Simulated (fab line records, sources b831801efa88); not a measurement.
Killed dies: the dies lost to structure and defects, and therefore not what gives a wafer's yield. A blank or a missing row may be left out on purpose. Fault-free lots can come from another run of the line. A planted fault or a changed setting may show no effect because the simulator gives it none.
Which tool is to blame?    flow sky130    10 lots with 30 wafers sampled at 2 steps, on a route of 708 steps

WHAT EACH GAUGE READ, for each wafer
SKY_POLY_GATE_THK_MEAS_01.
lot   measured      on             POLY_GATE_CVD_00_THK (nm)
L398  day 14 14:08  film metro-01  180.9 181.9 181.7
L399  day 15 12:49  film metro-03  184.0 184.0 184.4
L400  day 15 20:59  film metro-02  181.0 181.3 180.8
L403  day 16 10:41  film metro-01  180.0 178.5 178.2
L404  day 16 10:41  film metro-03  179.8 181.8 179.2
L405  day 16 23:15  film metro-01  177.9 180.3 178.4
L406  day 17 06:29  film metro-02  180.5 181.0 181.8
L407  day 17 20:56  film metro-03  180.5 179.8 181.6
L418  day 21 00:38  film metro-02  181.4 179.9 182.0
L420  day 21 14:56  film metro-02  184.5 182.4 179.9

WHICH TOOL RAN EACH LOT (tool, then ch and the chambers of the sampled wafers, then the start)
lot   SKY_SONOS_ONO_STRIP_17
L398  plasma asher-03 ch 0,1, day 13 08:28
L399  plasma asher-03 ch 0,1, day 14 04:02
L400  plasma asher-01 ch 0,1, day 14 11:34
L403  plasma asher-03 ch 0,1, day 15 01:38
L404  plasma asher-03 ch 0,1, day 15 02:47
L405  plasma asher-01 ch 0,1, day 15 14:56
L406  plasma asher-02 ch 0,1, day 15 21:29
L407  plasma asher-03 ch 0, day 16 06:42
L418  plasma asher-02 ch 0,1, day 19 11:50
L420  plasma asher-03 ch 0,1, day 20 02:31
- SKY_SONOS_ONO_STRIP_17: strips in O2/N2.

THE ANSWER, worked out from the rows above alone
Rule: the usual values come from the lots themselves. Put in order of their means at a reading, lots are off if they are a third of the lots or fewer, leave a main group of 4 or more, and stand apart from it by a gap of 3 or more times the standard deviation of the main group's means; of several such gaps the widest counts. Not used: any main group whose means are identical at the precision the tables above print for the reading. A lot without any number at a reading at which 4 lots or more have one is off too. Any other lot the step has rows for is counted as sound.
No lot is off at any reading shown: from this, nothing can be told.

WHAT THE SIMULATOR PUT IN
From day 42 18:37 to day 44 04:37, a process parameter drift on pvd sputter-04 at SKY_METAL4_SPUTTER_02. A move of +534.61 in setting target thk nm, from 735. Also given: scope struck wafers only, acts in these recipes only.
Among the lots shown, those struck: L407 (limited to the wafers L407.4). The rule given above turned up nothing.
